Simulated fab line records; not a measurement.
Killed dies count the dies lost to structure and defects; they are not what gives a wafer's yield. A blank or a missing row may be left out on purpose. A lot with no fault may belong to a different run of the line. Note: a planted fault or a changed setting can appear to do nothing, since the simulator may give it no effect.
Lot-split experiment -- flow gf180mcu -- on a route of 602 steps: 5 lots, 23 wafers read

## ABOUT THE SPLIT
At GF_HV_LDD_DEVELOP_45 (develop time 60 s), the setting developTimeS was moved away from the recipe's 60 s on 7 of the 23 wafers read, by -6.0% to +14.0%. This setting was run at the recipe's value on the other wafers.

There is no step in the file separating the split from the reading.

## THE READING
cdNm, in nm, at GF_HV_LDD_CD_MEAS_46 (target cd 400 nm). On this fab line, fault-free wafers typically give 400.0 nm with a standard deviation of 2.4 nm.

wafer,"tool, chamber at the split","developTimeS as run, s",against the recipe,"cdNm, nm",against lot-mates on the recipe
L075.2,"lithoTrack-02, 0",60,recipe,400.0,-
L075.3,"lithoTrack-02, 0",60,recipe,402.0,-
L075.4,"lithoTrack-02, 0",60,recipe,402.1,-
L077.1,"lithoTrack-04, 0",60,recipe,399.6,-
L077.2,"lithoTrack-04, 0",60,recipe,399.0,-
L077.3,"lithoTrack-04, 0",60,recipe,399.8,-
L077.4,"lithoTrack-04, 0",60,recipe,398.5,-
L077.6,"lithoTrack-04, 0",60,recipe,397.6,-
L080.2,"lithoTrack-02, 0",60,recipe,402.7,-
L080.3,"lithoTrack-02, 0",57.07,-4.9%,404.0,+0.6
L080.4,"lithoTrack-02, 0",60,recipe,402.0,-
L080.5,"lithoTrack-02, 0",57.07,-4.9%,399.1,-4.3
L080.6,"lithoTrack-02, 0",60,recipe,405.4,-
L081.1,"lithoTrack-04, 0",68.37,+14.0%,413.2,+11.2
L081.2,"lithoTrack-04, 0",60,recipe,401.5,-
L081.3,"lithoTrack-04, 0",60,recipe,402.4,-
L081.5,"lithoTrack-04, 0",68.37,+14.0%,415.3,+13.4
L081.6,"lithoTrack-04, 0",68.37,+14.0%,416.5,+14.6
L082.2,"lithoTrack-02, 0",60,recipe,404.9,-
L082.3,"lithoTrack-02, 0",56.4,-6.0%,392.3,-9.1
L082.4,"lithoTrack-02, 0",56.4,-6.0%,399.2,-2.2
L082.5,"lithoTrack-02, 0",60,recipe,398.6,-
L082.6,"lithoTrack-02, 0",60,recipe,400.7,-

FIT RESULTS
A straight line over all 23 wafers: cdNm changes by +0.896 nm for each +1% of developTimeS; r = +0.88; the points scatter about the line by 2.8 nm.
The same after taking each lot's own level away (the mean of its wafers on the recipe; 23 wafers): +0.89 nm for each +1%; r = +0.93; scatter 2 nm.
On that fit, the largest move of developTimeS shifts the reading by 12 nm.
Across the lots, their own levels run from 398.90 to 403.37 nm, a range of 1.9 times the standard deviation given above.
The two slopes are in agreement: the lot-to-lot level therefore moves the slope only a little.
Check: for one of the wafers moved furthest among these (+14.0%), held out of the fit, the line's prediction against its lot-mates is +13.3 nm. It came out at +11.2 nm against them.

## THE FILE'S OWN FIT
cdNm changes by +0.883 nm for each +1% of developTimeS, r = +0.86.
